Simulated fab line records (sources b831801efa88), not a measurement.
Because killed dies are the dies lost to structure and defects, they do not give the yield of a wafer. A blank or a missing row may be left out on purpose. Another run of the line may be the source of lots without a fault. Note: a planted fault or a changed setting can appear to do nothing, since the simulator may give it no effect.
A lot that was struck, set against a sound lot || flow sky130 || 20 out of 708 route steps
Sound: the wafers L290.1, L290.3, L290.6. Struck: wafers L297.1, L297.3, L297.5. The cause is named last.
Order at every step that has rows: each side's tool, ch and its chambers, its first start. Under that, the readings that differ: sound wafers || struck wafers || difference of the means || sigmas: that difference in standard deviations of wafers without a fault.
alike: a reading whose means differ by less than 2 such deviations, as well as words and numbers matching on both sides. not compared: withheld readings; readings where some wafer has no value; bounds like >300 that might hide an equal value; numbers whose values overlap and for which the record gives no deviation.
The two part at a step that has a row with sigmas, a row that says differs or no value, or rows on one side only. Numbers that don't overlap but have no deviation are shown without sigmas and don't part them. Lack of a reading on every wafer of one side parts them only where that side has two or more wafers.

first, 1 step without rows for these wafers: SKY_SONOS_ONO_DEVELOP_12 (develop time 60 s).
SKY_SONOS_ONO_CD_MEAS_13: the cd target is 410 nm.
  sound on cd_sem-01 at day 12 23:20; struck on cd_sem-01 at day 15 13:59
  alike: cd_nm
SKY_SONOS_ONO_OVL_MEAS_14:
  sound on overlay-01 at day 12 23:27; struck on overlay-01 at day 15 14:06
  alike: SONOS_ONO_OVL
SKY_SONOS_ONO_ETCH_15: etches the open film in CHF3/O2, target depth 19.52 nm, time 7.8 s.
  sound on rie_diel-01 ch 0,2, day 12 23:29; struck on rie_diel-01 ch 0,3, day 15 14:08
  alike: drypump_motor_current_A, oes_product_au, rf_fwd_power_W, throttle_valve_pct
  not compared: rf_hours_counter_h
then, 1 step without rows for these wafers: SKY_SONOS_ONO_WET_ETCH_16 (etches SiO2 in dHF, target depth 14 nm, time 280 s).
SKY_SONOS_ONO_STRIP_17: strips in O2/N2.
  sound on plasma_asher-01 ch 0,1, day 12 23:35; struck on plasma_asher-04 ch 0,1, day 15 14:14
  alike: drypump_motor_current_A, n2_flow_sccm, oes_product_au, strip_time_to_endpoint_s
  not compared: rf_hours_counter_h
then, 3 steps without rows for these wafers: SKY_SONOS_ONO_WET_ETCH_18 (etches Si3N4 in H3PO4, target depth 15 nm, time 172 s); SKY_GATE_OXIDE_CLEAN_00 (cleans in SC1/SC2, time 150 s); SKY_GATE_OXIDE_OXIDATION_01 (stabilise 600 s, purge 300 s, target thk 10.268 nm).
SKY_GATE_OXIDE_THK_MEAS_02:
  sound on film_metro-01 at day 13 01:12; struck on film_metro-01 at day 15 18:03
  alike: GATE_OXIDE_OXIDATION_00_THK
then, 2 steps without rows for these wafers: SKY_GATE_OXIDE_DEHYDRATE_03 (time 60 s); SKY_GATE_OXIDE_HMDS_04 (prime time 60 s).
SKY_GATE_OXIDE_COAT_05: resist thk 1140 nm.
  struck on litho_track-04, day 16 07:22; sound on litho_track-03 ch 0, day 13 13:44
  no value came back on the struck wafers for chill_plate_temp_C (C), dispense_pressure_kPa (kPa), spin_speed_rpm (rpm); on the sound wafers chill_plate_temp_C (C) reads 22.95 22.80 22.88
then, 4 steps without rows for these wafers: SKY_GATE_OXIDE_SOFTBAKE_06 (time 60 s); SKY_GATE_OXIDE_EXPOSE_07 (exposes mask LVOM, target cd 600 nm); SKY_GATE_OXIDE_PEB_08; SKY_GATE_OXIDE_DEVELOP_09 (develop time 60 s).
SKY_GATE_OXIDE_OVL_MEAS_10:
  sound on overlay-01 at day 14 03:37; struck on overlay-02 at day 16 22:23
{"reading": "GATE_OXIDE_OVL (nm)", "sound": "1.5 -0.1 -1.1", "struck": "- - -", "difference": "no value on the struck wafers", "sigmas": ""}
then, 1 step without rows for these wafers: SKY_GATE_OXIDE_IMPLANT_11.
-- the record jumps here: 31 days lie between the struck wafers' starts before and after (it left off in module GATE_OXIDE and takes up again in module PAD_OPEN, whose first step shown is number 708 of the route) --
SKY_PAD_OPEN_PROBE_99:
  sound on prober-02 at day 45 19:32; struck on prober-01 at day 47 23:47
{"reading": "killed_at_front_end", "sound": "12 12 14", "struck": "417 411 424", "difference": "+405", "sigmas": "+90"}
{"reading": "killed_dies", "sound": "75 89 68", "struck": "492 492 492", "difference": "+415", "sigmas": "+43"}
{"reading": "killed_on_rim", "sound": "16 21 14", "struck": "96 96 96", "difference": "+79", "sigmas": "+22"}
  alike: killed_at_M0_to_M3, killed_at_M4_up, killed_at_contacts, killed_at_other, killed_open, killed_short

== WHERE THEY PART ==
Earliest at SKY_GATE_OXIDE_COAT_05; latest, in this record, at SKY_PAD_OPEN_PROBE_99.

WHY: what the simulator had put in
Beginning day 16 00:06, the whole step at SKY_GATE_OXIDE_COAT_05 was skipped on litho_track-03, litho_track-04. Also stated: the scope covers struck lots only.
